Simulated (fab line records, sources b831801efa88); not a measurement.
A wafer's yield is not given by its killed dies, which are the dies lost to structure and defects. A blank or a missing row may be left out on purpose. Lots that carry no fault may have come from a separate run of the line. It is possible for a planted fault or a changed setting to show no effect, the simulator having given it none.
Matching of chambers || flow sky130 || rie-diel-03 running SKY_VIA3_ETCH_15: 4 sister chambers
The step etches SiO2 in C4F8/O2/Ar, stops on TiN, target depth 507 nm, time 78 s. 4 wafers are shown with their chamber, then 9 later ones without.

WAFERS, EACH WITH ITS CHAMBER
{"wafer": "L087.2", "chamber": 3, "oes-product-au (a.u.)": 0.943}
{"wafer": "L087.5", "chamber": 1, "oes-product-au (a.u.)": 0.945}
{"wafer": "L088.2", "chamber": 0, "oes-product-au (a.u.)": 0.944}
{"wafer": "L088.6", "chamber": 2, "oes-product-au (a.u.)": 0.939}

WAFERS WHOSE CHAMBER IS MISSING
{"wafer": "L091.2", "oes-product-au (a.u.)": 0.950}
{"wafer": "L091.4", "oes-product-au (a.u.)": 0.944}
{"wafer": "L091.5", "oes-product-au (a.u.)": 0.951}
{"wafer": "L094.1", "oes-product-au (a.u.)": 0.950}
{"wafer": "L094.2", "oes-product-au (a.u.)": 0.948}
{"wafer": "L094.6", "oes-product-au (a.u.)": 0.944}
{"wafer": "L097.1", "oes-product-au (a.u.)": 0.944}
{"wafer": "L097.5", "oes-product-au (a.u.)": 0.948}
{"wafer": "L097.6", "oes-product-au (a.u.)": 0.943}

WHICH CHAMBER EACH ONE RAN IN
{"wafer": "L091.2", "from the rows above": "can't be placed: 1 or 0 or 3 or 2", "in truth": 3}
{"wafer": "L091.4", "from the rows above": "can't be placed: 0 or 1 or 3 or 2", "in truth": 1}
{"wafer": "L091.5", "from the rows above": "can't be placed: 1 or 0 or 3 or 2", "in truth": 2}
{"wafer": "L094.1", "from the rows above": "can't be placed: 1 or 0 or 3 or 2", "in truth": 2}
{"wafer": "L094.2", "from the rows above": "can't be placed: 1 or 0 or 3 or 2", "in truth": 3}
{"wafer": "L094.6", "from the rows above": "can't be placed: 0 or 1 or 3 or 2", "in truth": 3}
{"wafer": "L097.1", "from the rows above": "can't be placed: 0 or 1 or 3 or 2", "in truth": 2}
{"wafer": "L097.5", "from the rows above": "can't be placed: 1 or 0 or 3 or 2", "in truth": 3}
{"wafer": "L097.6", "from the rows above": "can't be placed: 3 or 0 or 1 or 2", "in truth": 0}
Correct placement for 0 of the 9. These rows do not allow placing 9 (true chamber among the candidates in 9). 0 placed wrongly.
How it was worked out, from the rows above alone: a wafer's distance from a chamber is the root of the sum, over the readings, of the square of ((its reading less the chamber's mean) divided by the reading's scatter). If the next closest chamber is less than 2 further off than the closest, the wafer can't be placed; otherwise it belongs to the closest. The mean given for a chamber averages the wafers shown for that chamber. The scatter (one wafer shown for each chamber): square how far every hidden wafer sits from the nearest shown wafer, average those squares and take the square root.
